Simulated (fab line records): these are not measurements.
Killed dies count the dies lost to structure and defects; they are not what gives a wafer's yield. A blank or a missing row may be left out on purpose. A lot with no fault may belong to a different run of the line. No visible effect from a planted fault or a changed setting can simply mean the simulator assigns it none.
Which of the tools did it? || flow sky130 || route of 708 steps, sampled at 1 step: 10 lots, 30 wafers

WHAT THE GAUGES SHOWED, per wafer
SKY_SD_N_CD_MEAS_07: the cd target is 380 nm.
{"lot": "L672", "measured": "day 28 08:26", "on": "cd sem-01", "cd nm (nm)": "386.3 386.2 381.0"}
{"lot": "L671", "measured": "day 28 09:49", "on": "cd sem-01", "cd nm (nm)": "383.6 383.3 386.0"}
{"lot": "L674", "measured": "day 28 19:58", "on": "cd sem-02", "cd nm (nm)": "379.0 381.3 380.0"}
{"lot": "L681", "measured": "day 32 06:59", "on": "cd sem-01", "cd nm (nm)": "381.9 380.6 379.1"}
{"lot": "L683", "measured": "day 33 01:32", "on": "cd sem-02", "cd nm (nm)": "384.6 383.4 384.7"}
{"lot": "L686", "measured": "day 34 00:53", "on": "cd sem-01", "cd nm (nm)": "382.0 383.1 380.3"}
{"lot": "L689", "measured": "day 34 07:56", "on": "cd sem-01", "cd nm (nm)": "379.4 378.0 378.4"}
{"lot": "L691", "measured": "day 34 17:28", "on": "cd sem-01", "cd nm (nm)": "382.2 380.8 382.8"}
{"lot": "L692", "measured": "day 35 04:09", "on": "cd sem-02", "cd nm (nm)": "378.7 379.0 379.8"}
{"lot": "L694", "measured": "day 35 12:52", "on": "cd sem-02", "cd nm (nm)": "383.1 383.9 383.9"}

WHICH TOOL RAN EACH LOT (tool, then ch and the chambers of the sampled wafers, then the start)
The record holds no process step before these readings.

THE ANSWER, worked out from the rows above alone
Rule: the lots themselves supply what counts as usual. Put in order of their means at a reading, lots are off if they are a third of the lots or fewer, leave a main group of 4 or more, and stand apart from it by a gap of 3 or more times the standard deviation of the main group's means; of several such gaps the widest counts. A main group whose means are all the same, to the digits that the tables above print for the reading, isn't used. Also off: a lot with no number at a reading for which 4 or more lots have one. Any other lot the step has rows for is counted as sound.
None of the lots is off at any reading shown; this tells nothing.

WHAT THE SIMULATOR HAD PUT IN
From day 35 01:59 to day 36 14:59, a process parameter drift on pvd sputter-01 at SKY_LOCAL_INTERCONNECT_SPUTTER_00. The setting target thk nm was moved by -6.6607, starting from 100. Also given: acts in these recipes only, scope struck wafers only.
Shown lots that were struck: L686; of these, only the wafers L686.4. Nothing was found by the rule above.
